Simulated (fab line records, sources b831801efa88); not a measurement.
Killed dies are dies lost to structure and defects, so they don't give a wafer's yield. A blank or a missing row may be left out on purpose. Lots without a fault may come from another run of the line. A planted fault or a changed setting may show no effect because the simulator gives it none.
A struck lot beside a sound one | flow sky130 | 17 steps out of a route of 708
Sound: wafers L679.2, L679.3, L679.5. Struck: wafers L694.3, L694.5, L694.6. The cause comes at the end.
At each step with rows: each side's tool, then ch and its chambers, then its first start. Under that, the readings that differ: sound wafers | struck wafers | difference of the means | sigmas: that difference in standard deviations of wafers without a fault.
alike: readings whose means differ by less than 2 such deviations, and words and numbers that are the same on both sides. not compared: withheld readings, readings that some wafer has no value for, bounds like >300 that may hide the same value, and numbers for which the record gives no deviation and whose values overlap.
The two part at a step that has a row with sigmas, a row that says differs or no value, or rows on one side only. Numbers that don't overlap but have no deviation are shown without sigmas and don't part them. A reading that every wafer of one side lacks parts them only if that side has two wafers or more.

first, 1 step without rows for these wafers: SKY_VT_ADJUST_LVTN_IMPLANT_19.
SKY_VT_ADJUST_LVTN_STRIP_20: strips in O2/N2.
  sound on plasma_asher-03 ch 1, day 8 09:07; struck on plasma_asher-02 ch 0,1, day 12 10:48
  alike: drypump_motor_current_A, o2_flow_sccm, oes_product_au, strip_time_to_endpoint_s
  not compared: rf_hours_counter_h
SKY_VT_ADJUST_LVTN_TW_MEAS_21:
  sound on film_metro-02, day 8 09:16; struck on film_metro-02, day 12 10:53
  alike: VT_ADJUST_LVTN_2_TW
then, 7 steps without rows for these wafers: SKY_VT_ADJUST_NCORE_DEHYDRATE_00 (time 60 s); SKY_VT_ADJUST_NCORE_HMDS_01 (prime time 60 s); SKY_VT_ADJUST_NCORE_COAT_02 (resist thk 1140 nm); SKY_VT_ADJUST_NCORE_SOFTBAKE_03 (time 60 s); SKY_VT_ADJUST_NCORE_EXPOSE_04 (exposes mask LVTN COMPLEMENT THIN, target cd 380 nm); SKY_VT_ADJUST_NCORE_PEB_05; SKY_VT_ADJUST_NCORE_DEVELOP_06 (develop time 60 s).
SKY_VT_ADJUST_NCORE_CD_MEAS_07: target cd 380 nm.
  sound on cd_sem-01, day 9 09:07; struck on cd_sem-01, day 13 12:10
  alike: cd_nm
SKY_VT_ADJUST_NCORE_OVL_MEAS_08:
  sound on overlay-01, day 9 09:13; struck on overlay-02, day 13 12:16
  alike: VT_ADJUST_NCORE_OVL
SKY_VT_ADJUST_NCORE_IMPLANT_09:
  sound on implanter-03 ch 0, day 9 09:16; struck on implanter-01 ch 0, day 13 12:20
  reading                          | sound                      | struck                        | difference | sigmas
  beam_on_s (s)                    | 9.83 10.25 9.90            | 10.73 10.77 10.72             | +0.75      | +3
  end_station_pressure_torr (Torr) | 4.95e-06 4.45e-06 4.87e-06 | 6.176e-05 6.402e-05 6.353e-05 | +5.835e-05 | +99 or more
  faraday_current_uA               | 13.7 13.2 13.7             | 12.2 12.1 12.1                | -1.4       | -5
SKY_VT_ADJUST_NCORE_STRIP_10: strips in O2/N2.
  sound on plasma_asher-01 ch 0,1, day 9 09:24; struck on plasma_asher-01 ch 0,1, day 13 12:28
  alike: drypump_motor_current_A, o2_flow_sccm, oes_product_au, strip_time_to_endpoint_s
  not compared: rf_hours_counter_h
SKY_VT_ADJUST_NCORE_TW_MEAS_11:
  sound on film_metro-01, day 9 09:31; struck on film_metro-01, day 13 12:34
  reading            | sound             | struck            | difference | sigmas
  VT_ADJUST_NCORE_TW | 220.5 219.6 218.9 | 227.1 228.1 226.4 | +7.5       | +7
then, 1 step without rows for these wafers: SKY_VT_ADJUST_HVTR_DEHYDRATE_00 (time 60 s).
-- the record jumps here: 36 days lie between the struck wafers' starts before and after (it left off in module VT_ADJUST_HVTR and takes up again in module PAD_OPEN, whose first step shown is number 708 of the route) --
SKY_PAD_OPEN_PROBE_99:
  sound on prober-01, day 46 23:57; struck on prober-01, day 49 23:24
  reading                                    | sound                         | struck                        | difference | sigmas
  model.etest.nfet_16v.r_on_ohm_um           | 1.399e+04 1.407e+04 1.396e+04 | 1.425e+04 1.422e+04 1.435e+04 | +2.667e+02 |
  model.etest.res_pwell_under_gate.rs_ohm_sq | 2296 2311 2306                | 2264 2267 2267                | -38        |
  model.etest.pfet_g5v0d10v5.off_log10_a_um  | -12.89 -12.85 -12.78          | -11.84 -12.11 -11.79          | +0.93      |
  model.etest.pfet_g5v0d10v5.vt_sat_v (V)    | -0.6664 -0.6466 -0.6492       | -0.5571 -0.6046 -0.5591       | +0.0805    |
  model.etest.pfet_16v.vt_v (V)              | -1.116 -1.117 -1.119          | -1.038 -1.036 -1.031          | +0.082     |
  model.etest.pfet_g5v0d10v5.vt_v (V)        | -0.8516 -0.8357 -0.8397       | -0.7565 -0.8009 -0.7608       | +0.0696    |
  model.etest.pfet_g5v0d10v5.vt_long_v (V)   | -0.9352 -0.9425 -0.948        | -0.869 -0.8716 -0.8651        | +0.073     |
  model.etest.nfet_g5v0d10v5.vt_sat_v (V)    | 0.7693 0.7541 0.759           | 0.7792 0.7885 0.8005          | +0.0286    |
  alike: killed_at_M0_to_M3, killed_at_M4_up, killed_at_contacts, killed_at_front_end, killed_at_other, killed_dies, killed_open, killed_short

WHERE THEY PART
First at SKY_VT_ADJUST_NCORE_IMPLANT_09; last, within this record, at SKY_VT_ADJUST_NCORE_TW_MEAS_11. Later steps at which nothing parts them and some readings are alike: SKY_PAD_OPEN_PROBE_99.

WHY: what the simulator had put in
Process parameter drift: implanter-01, from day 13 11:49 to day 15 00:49, at SKY_VT_ADJUST_NCORE_IMPLANT_09. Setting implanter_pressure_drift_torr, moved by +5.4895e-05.
Process parameter drift: implanter-01, from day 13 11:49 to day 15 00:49, at SKY_VT_ADJUST_NCORE_IMPLANT_09. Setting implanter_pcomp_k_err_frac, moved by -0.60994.
